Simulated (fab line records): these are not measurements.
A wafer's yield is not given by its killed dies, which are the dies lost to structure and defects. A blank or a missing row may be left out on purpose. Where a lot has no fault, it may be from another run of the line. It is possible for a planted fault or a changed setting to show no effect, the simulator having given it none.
Which tool is to blame? -- flow sky130 -- 39 wafers from 13 lots sampled at 4 of the route's 708 steps

## WHAT THE GAUGES READ, wafer by wafer
SKY_FIELD_ISO_CD_MEAS_13: target cd 150 nm. Usual: cdNm reads 150.0 nm (standard deviation 1.8).
lot,measured,on,cdNm (nm),flag
L608,day 2 08:28,cdSem-01,150.3 151.4 152.0,
L609,day 2 08:49,cdSem-02,148.1 147.9 147.7,
L611,day 2 21:52,cdSem-01,150.9 151.2 151.2,
L612,day 3 02:07,cdSem-01,148.8 147.1 148.9,
L614,day 3 12:44,cdSem-02,149.8 148.6 151.3,
L615,day 3 15:31,cdSem-02,152.8 153.5 152.1,
L616,day 3 21:08,cdSem-02,150.7 150.2 151.1,
L620,day 4 19:39,cdSem-02,148.2 146.8 149.4,
L621,day 5 03:05,cdSem-02,112.1 133.5 150.0,OFF
L624,day 5 18:47,cdSem-01,145.8 137.6 148.3,OFF
L625,day 5 21:55,cdSem-01,150.8 150.9 152.9,
L626,day 6 04:15,cdSem-01,146.6 146.7 148.4,
L630,day 7 02:06,cdSem-02,147.5 148.4 147.9,

SKY_VT_ADJUST_HVTR_CD_MEAS_07: target cd 380 nm. Usual: cdNm reads 380 nm (standard deviation 3.4).
lot,measured,on,cdNm (nm),flag
L608,day 9 13:29,cdSem-01,382 383 382,
L609,day 9 11:59,cdSem-01,377 380 381,
L611,day 10 05:39,cdSem-02,382 378 379,
L612,day 10 18:51,cdSem-01,383 380 381,
L614,day 11 02:19,cdSem-02,374 374 374,
L615,day 11 05:43,cdSem-02,387 384 385,
L616,day 11 14:43,cdSem-02,378 380 380,
L620,day 13 03:05,cdSem-01,385 384 384,
L621,day 13 08:47,cdSem-01,380 382,
L624,day 14 07:25,cdSem-02,377 374 377,
L625,day 14 10:55,cdSem-02,379 375 377,
L626,day 14 18:56,cdSem-02,388 389 384,
L630,day 17 01:44,cdSem-02,378 380 379,

## TOOL THAT RAN EACH LOT (tool first, then ch and the chambers of the sampled wafers, then the start)
lot,SKY_FIELD_ISO_EXPOSE_10,SKY_FIELD_ISO_ETCH_15
L608,"krfScanner-01 ch 0, day 2 01:48","rieDiel-03 ch 1,2,3, day 2 08:38"
L609,"krfScanner-02 ch 0, day 2 02:14","rieDiel-04 ch 1,3, day 2 08:59"
L611,"krfScanner-01 ch 0, day 2 14:17","rieDiel-02 ch 1,2, day 2 22:02"
L612,"krfScanner-01 ch 0, day 2 18:33","rieDiel-04 ch 1,2,3, day 3 02:17"
L614,"krfScanner-02 ch 0, day 3 05:01","rieDiel-02 ch 0,1,3, day 3 12:53"
L615,"krfScanner-02 ch 0, day 3 08:12","rieDiel-02 ch 0,2,3, day 3 15:41"
L616,"krfScanner-02 ch 0, day 3 13:40","rieDiel-03 ch 0,2, day 3 21:17"
L620,"krfScanner-02 ch 0, day 4 10:59","rieDiel-03 ch 1,3, day 4 19:47"
L621,"krfScanner-01 ch 0, day 4 19:04","rieDiel-02 ch 1,3, day 5 03:16"
L624,"krfScanner-01 ch 0, day 5 09:21","rieDiel-03 ch 0,3, day 5 18:56"
L625,"krfScanner-02 ch 0, day 5 13:08","rieDiel-03 ch 0,2,3, day 5 22:05"
L626,"krfScanner-02 ch 0, day 5 19:10","rieDiel-04 ch 0,3, day 6 04:25"
L630,"krfScanner-02 ch 0, day 6 16:35","rieDiel-02 ch 0,3, day 7 02:14"
- SKY_FIELD_ISO_EXPOSE_10: exposes mask FOM, target cd 150 nm.
- SKY_FIELD_ISO_ETCH_15: etches the open film in CHF3/O2, stops on Si, target depth 180 nm, time 72 s.

## WHAT THE TOOLS THEMSELVES READ (means of the sampled wafers that have a number; where no wafer has one, the mark that the record gives instead)
SKY_FIELD_ISO_EXPOSE_10. Usual: exposureDoseMJCm2 reads 27.992 (standard deviation 0.03).
lot,tool,exposureDoseMJCm2,flag
L608,krfScanner-01,27.995,
L609,krfScanner-02,27.946,
L611,krfScanner-01,28.017,
L612,krfScanner-01,28.002,
L614,krfScanner-02,27.976,
L615,krfScanner-02,27.971,
L616,krfScanner-02,28.011,
L620,krfScanner-02,27.969,
L621,krfScanner-01,27.477,OFF
L624,krfScanner-01,27.016,OFF
L625,krfScanner-02,27.964,
L626,krfScanner-02,27.982,
L630,krfScanner-02,27.968,

SKY_FIELD_ISO_ETCH_15. Usual: drypumpMotorCurrentA 5.6 A, standard deviation 0.49; oesProductAu 0.947 a.u., standard deviation 0.0078; rfFwdPowerW 595.3 W, standard deviation 2.1; throttleValvePct 8.844 %, standard deviation 0.0093.
lot,tool,drypumpMotorCurrentA (A),oesProductAu (a.u.),rfFwdPowerW (W),throttleValvePct (%),flag
L608,rieDiel-03,5.7,0.947,597.9,8.838,
L609,rieDiel-04,5.3,0.940,594.8,8.845,
L611,rieDiel-02,6.2,0.952,595.2,8.838,
L612,rieDiel-04,5.5,0.944,595.5,8.840,
L614,rieDiel-02,5.4,0.941,596.5,8.841,
L615,rieDiel-02,5.2,0.953,596.7,8.848,
L616,rieDiel-03,5.6,0.941,595.2,8.846,
L620,rieDiel-03,5.8,0.946,595.9,8.843,
L621,rieDiel-02,5.9,0.938,596.4,8.833,
L624,rieDiel-03,5.5,0.943,593.6,8.844,
L625,rieDiel-03,5.5,0.945,593.9,8.844,
L626,rieDiel-04,5.6,0.948,594.5,8.840,
L630,rieDiel-02,4.8,0.954,596.1,8.838,

## THE ANSWER, worked out from the rows above alone
Rule: take the mean of a lot's wafers that have a number; if it is more than 3 standard deviations from the usual mean, the lot is off. Also off: a lot with no number at a reading for which 4 or more lots have one. The other lots that the step has rows for count as sound. Order of review: gauges by route order, followed by the tools' own readings, for which a lot's mean as printed above is used. The first step at which some lot is off is used, and at that step the reading that is off furthest; a lot without a number counts as furthest.
Off: L621, L624 (SKY_FIELD_ISO_CD_MEAS_13, cdNm).
If a tool, at a process step before that reading, ran all the lots that are off and no sound lot after the first of them, it fits. Not tried: the gauges at SKY_FIELD_ISO_CD_MEAS_13; whatever is off there is also off at SKY_FIELD_ISO_EXPOSE_10, on other tools, and gauge error can't account for it. One fits: krfScanner-01 at SKY_FIELD_ISO_EXPOSE_10. A fault onset in the window from L612 (day 2 18:33, its last sound lot) to L621 (day 4 19:04, its first lot off) fits.
The tool's own readings at SKY_FIELD_ISO_EXPOSE_10 bear it out: on the lots that are off they differ by more than 5 times the standard deviation of the sound lots' means. exposureDoseMJCm2 reads 27.246 there against 27.982 on the sound lots.

## WHAT HAD BEEN PUT IN BY THE SIMULATOR
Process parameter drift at SKY_FIELD_ISO_EXPOSE_10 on krfScanner-01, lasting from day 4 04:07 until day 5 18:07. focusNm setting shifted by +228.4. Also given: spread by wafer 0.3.
Shown lots that were struck: L621, L624. This agrees with what the rule above found.
